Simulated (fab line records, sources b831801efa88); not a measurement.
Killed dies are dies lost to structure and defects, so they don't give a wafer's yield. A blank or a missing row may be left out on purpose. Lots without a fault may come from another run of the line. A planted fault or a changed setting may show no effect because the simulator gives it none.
A struck lot beside a sound one | flow sky130 | 15 steps out of a route of 708
Sound: wafers L911.3, L911.4, L911.5. Struck: wafer L901.2. (L901.5, L901.6 of the same lot were not struck and are left out.) The cause comes at the end.
At each step with rows: each side's tool, then ch and its chambers, then its first start. Under that, the readings that differ: sound wafers | struck wafers | difference of the means | sigmas: that difference in standard deviations of wafers without a fault.
alike: readings whose means differ by less than 2 such deviations, and words and numbers that are the same on both sides. not compared: withheld readings, readings that some wafer has no value for, bounds like >300 that may hide the same value, and numbers for which the record gives no deviation and whose values overlap.
The two part at a step that has a row with sigmas, a row that says differs or no value, or rows on one side only. Numbers that don't overlap but have no deviation are shown without sigmas and don't part them. A reading that every wafer of one side lacks parts them only if that side has two wafers or more.

first, 3 steps without rows for these wafers: SKY_METAL2_EXPOSE_12 (exposes mask MM2, target cd 140 nm); SKY_METAL2_PEB_13; SKY_METAL2_DEVELOP_14 (develop time 60 s).
SKY_METAL2_CD_MEAS_15: target cd 140 nm.
  sound on cd_sem-01, day 40 19:56; struck on cd_sem-02, day 37 13:14
  alike: cd_nm
SKY_METAL2_OVL_MEAS_16:
  sound on overlay-01, day 40 20:01; struck on overlay-01, day 37 13:20
  alike: METAL2_OVL
SKY_METAL2_DESCUM_17: chemistry O2, time 8 s.
  sound on rie_metal-02 ch 0,1, day 40 20:03; struck on rie_metal-01 ch 0, day 37 13:22
  reading                | sound             | struck | difference                   | sigmas
  oes_product_au (a.u.)  | 1.005 0.998 0.991 | 1.023  | +0.025                       | +3
  rf_hours_counter_h (h) | - - -             | 11     | no value on the sound wafers |
  alike: drypump_motor_current_A
SKY_METAL2_ETCH_18: etches BARC in N2/H2, stops on SiO2, time 45.9 s, target depth 60 nm.
  sound on rie_metal-02 ch 0,1, day 40 20:05; struck on rie_metal-01 ch 0, day 37 13:24
  reading                | sound | struck | difference                   | sigmas
  rf_hours_counter_h (h) | - - - | 11     | no value on the sound wafers |
  alike: drypump_motor_current_A, oes_product_au, throttle_valve_pct
SKY_METAL2_METAL_ETCH_19: etches the open film in Cl2/BCl3, stops on SiO2, target depth 360 nm, time 78 s.
  sound on rie_metal-02 ch 0,1, day 40 20:10; struck on rie_metal-01 ch 0, day 37 13:28
  reading                | sound | struck | difference                   | sigmas
  rf_hours_counter_h (h) | - - - | 11     | no value on the sound wafers |
  alike: drypump_motor_current_A, oes_product_au, throttle_valve_pct
SKY_METAL2_STRIP_20: strips in O2/N2.
  sound on plasma_asher-02 ch 0,1, day 40 20:16; struck on plasma_asher-02 ch 1, day 37 13:33
  reading                | sound | struck | difference                   | sigmas
  rf_hours_counter_h (h) | - - - | 105    | no value on the sound wafers |
  alike: drypump_motor_current_A, oes_product_au, strip_time_to_endpoint_s
then, 3 steps without rows for these wafers: SKY_METAL2_STRIP_21 (strips in post etch residue remover, time 1200 s); SKY_METAL2_CLEAN_22 (cleans in IPA, time 180 s); SKY_METAL2_CLEAN_23 (cleans in O3/DIW).
SKY_VIA2_HDPCVD_00: deposits SiO2, target thk 1180 nm, time 196.7 s.
  sound on hdpcvd-02 ch 0,1, day 40 20:50; struck on hdpcvd-01 ch 0, day 37 14:08
  reading                                  | sound          | struck | difference | sigmas
  model.SiO2_of_VIA2_HDPCVD_00.thk_nm (nm) | 1187 1186 1188 | 1550   | +363       |
  alike: susceptor_temp_C
SKY_VIA2_THK_MEAS_01:
  sound on film_metro-01, day 40 20:58; struck on film_metro-03, day 37 14:17
  reading              | sound          | struck | difference | sigmas
  VIA2_HDPCVD_THK (nm) | 1188 1186 1188 | 1548   | +361       | +30
SKY_VIA2_CMP_02: polishes SiO2.
  sound on cmp-02 ch 1,2, day 40 21:01; struck on cmp-01 ch 0, day 37 14:29
  alike: motor_current_A

WHERE THEY PART
First at SKY_METAL2_DESCUM_17; last, within this record, at SKY_VIA2_THK_MEAS_01. Later steps at which nothing parts them and some readings are alike: SKY_VIA2_CMP_02.

WHY: what the simulator had put in
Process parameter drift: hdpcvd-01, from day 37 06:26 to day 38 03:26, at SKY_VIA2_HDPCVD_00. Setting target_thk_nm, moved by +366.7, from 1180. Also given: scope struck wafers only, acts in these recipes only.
